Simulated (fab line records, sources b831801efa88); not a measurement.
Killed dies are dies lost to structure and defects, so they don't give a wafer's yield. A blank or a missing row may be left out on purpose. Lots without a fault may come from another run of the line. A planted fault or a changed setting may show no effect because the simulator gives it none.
A struck lot beside a sound one | flow sky130 | 22 steps out of a route of 708
Sound: wafers L732.2, L732.5, L732.6. Struck: wafers L741.2, L741.4, L741.5. The cause comes at the end.
At each step with rows: each side's tool, then ch and its chambers, then its first start. Under that, the readings that differ: sound wafers | struck wafers | difference of the means | sigmas: that difference in standard deviations of wafers without a fault.
alike: readings whose means differ by less than 2 such deviations, and words and numbers that are the same on both sides. not compared: withheld readings, readings that some wafer has no value for, bounds like >300 that may hide the same value, and numbers for which the record gives no deviation and whose values overlap.
The two part at a step that has a row with sigmas, a row that says differs or no value, or rows on one side only. Numbers that don't overlap but have no deviation are shown without sigmas and don't part them. A reading that every wafer of one side lacks parts them only if that side has two wafers or more.

first, 7 steps without rows for these wafers: SKY_FIELD_ISO_HMDS_06 (prime time 60 s); SKY_FIELD_ISO_COAT_07 (resist thk 60 nm); SKY_FIELD_ISO_COAT_08 (resist thk 450 nm); SKY_FIELD_ISO_SOFTBAKE_09 (time 90 s); SKY_FIELD_ISO_EXPOSE_10 (exposes mask FOM, target cd 150 nm); SKY_FIELD_ISO_PEB_11; SKY_FIELD_ISO_DEVELOP_12 (develop time 60 s).
SKY_FIELD_ISO_CD_MEAS_13: target cd 150 nm.
  sound on cd_sem-02, day 3 21:23; struck on cd_sem-02, day 5 15:17
  alike: cd_nm
SKY_FIELD_ISO_ETCH_14: etches BARC in N2/H2, stops on SiO2, time 45.9 s, target depth 60 nm.
  sound on rie_diel-03 ch 1,2,3, day 3 21:29; struck on rie_diel-02 ch 2,3, day 5 15:23
  alike: bias_w, chamber_pressure_mTorr, drypump_motor_current_A, oes_product_au, throttle_valve_pct
  not compared: rf_hours_counter_h
SKY_FIELD_ISO_ETCH_15: etches the open film in CHF3/O2, stops on Si, target depth 180 nm, time 72 s.
  sound on rie_diel-03 ch 1,2,3, day 3 21:32; struck on rie_diel-02 ch 2,3, day 5 15:26
  reading                | sound             | struck            | difference | sigmas
  throttle_valve_pct (%) | 8.835 8.822 8.848 | 8.859 8.861 8.850 | +0.022     | +2
  alike: O2_flow_sccm, bias_w, drypump_motor_current_A, oes_product_au
  not compared: rf_hours_counter_h
SKY_FIELD_ISO_STRIP_16: strips in O2/N2.
  sound on plasma_asher-01 ch 0,1, day 3 21:35; struck on plasma_asher-04 ch 0,1, day 5 15:29
  alike: drypump_motor_current_A, oes_product_au, strip_time_to_endpoint_s
  not compared: rf_hours_counter_h
SKY_FIELD_ISO_ETCH_17: etches Si in HBr/Cl2/O2, target depth 342 nm, time 97.7 s.
  sound on rie_si-02 ch 0,1,3, day 3 21:41; struck on rie_si-02 ch 0,1,3, day 5 15:35
  alike: HBr_flow_sccm, O2_flow_sccm, drypump_motor_current_A, oes_product_au, throttle_valve_pct
  not compared: rf_hours_counter_h
SKY_FIELD_ISO_WET_ETCH_18: etches Si3N4 in H3PO4, target depth 25 nm, time 286 s.
  sound on wet_bench-04 ch 1, day 3 21:46; struck on wet_bench-03 ch 1, day 5 15:40
  no value came back on the struck wafers for bath_guard_temp_C (C), bath_heat_duty_pct (%); on the sound wafers bath_guard_temp_C (C) reads 159.4 159.9 159.5
  reading                                     | sound             | struck            | difference | sigmas
  model.Si3N4_of_FIELD_ISO_CVD_03.thk_nm (nm) | 122.1 123.4 122.7 | 150.8 151.1 151.3 | +28.3      |
then, 6 steps without rows for these wafers: SKY_FIELD_ISO_CLEAN_19 (cleans in SC1/SC2, time 150 s); SKY_FIELD_ISO_CLEAN_20 (cleans in dHF, time 20 s); SKY_FIELD_ISO_WET_ETCH_21 (etches SiO2 in dHF, target depth 20 nm, time 400 s); SKY_FIELD_ISO_OXIDATION_22 (stabilise 600 s, purge 300 s, target thk 10 nm); SKY_FIELD_ISO_CVD_24 (deposits SiO2, target thk 595 nm, time 99.2 s); SKY_FIELD_ISO_ANNEAL_26 (time 1800 s).
SKY_FIELD_ISO_CMP_27: polishes, stops on Si3N4, t overpolish 16 s, target thk 457.8 nm.
  sound on cmp-01 ch 1,2,3, day 4 02:54; struck on cmp-01 ch 0,1,2, day 5 22:56
  alike: motor_current_A
SKY_FIELD_ISO_WET_ETCH_28: etches SiO2 in dHF, target depth 23.7 nm, time 47 s.
  sound on wet_bench-04 ch 2, day 4 03:03; struck on wet_bench-04 ch 2, day 5 23:11
  reading                                     | sound             | struck            | difference | sigmas
  model.Si3N4_of_FIELD_ISO_CVD_03.thk_nm (nm) | 116.2 117.4 116.8 | 144.9 145.1 145.3 | +28.3      |
  alike: bath_heat_duty_pct, run_length_s
then, 1 step without rows for these wafers: SKY_FIELD_ISO_WET_ETCH_29 (etches Si3N4 in H3PO4, target depth 160 nm, time 1825 s).

WHERE THEY PART
First at SKY_FIELD_ISO_ETCH_15; last, within this record, at SKY_FIELD_ISO_WET_ETCH_18. Later steps at which nothing parts them and some readings are alike: SKY_FIELD_ISO_CMP_27, SKY_FIELD_ISO_WET_ETCH_28.

WHY: what the simulator had put in
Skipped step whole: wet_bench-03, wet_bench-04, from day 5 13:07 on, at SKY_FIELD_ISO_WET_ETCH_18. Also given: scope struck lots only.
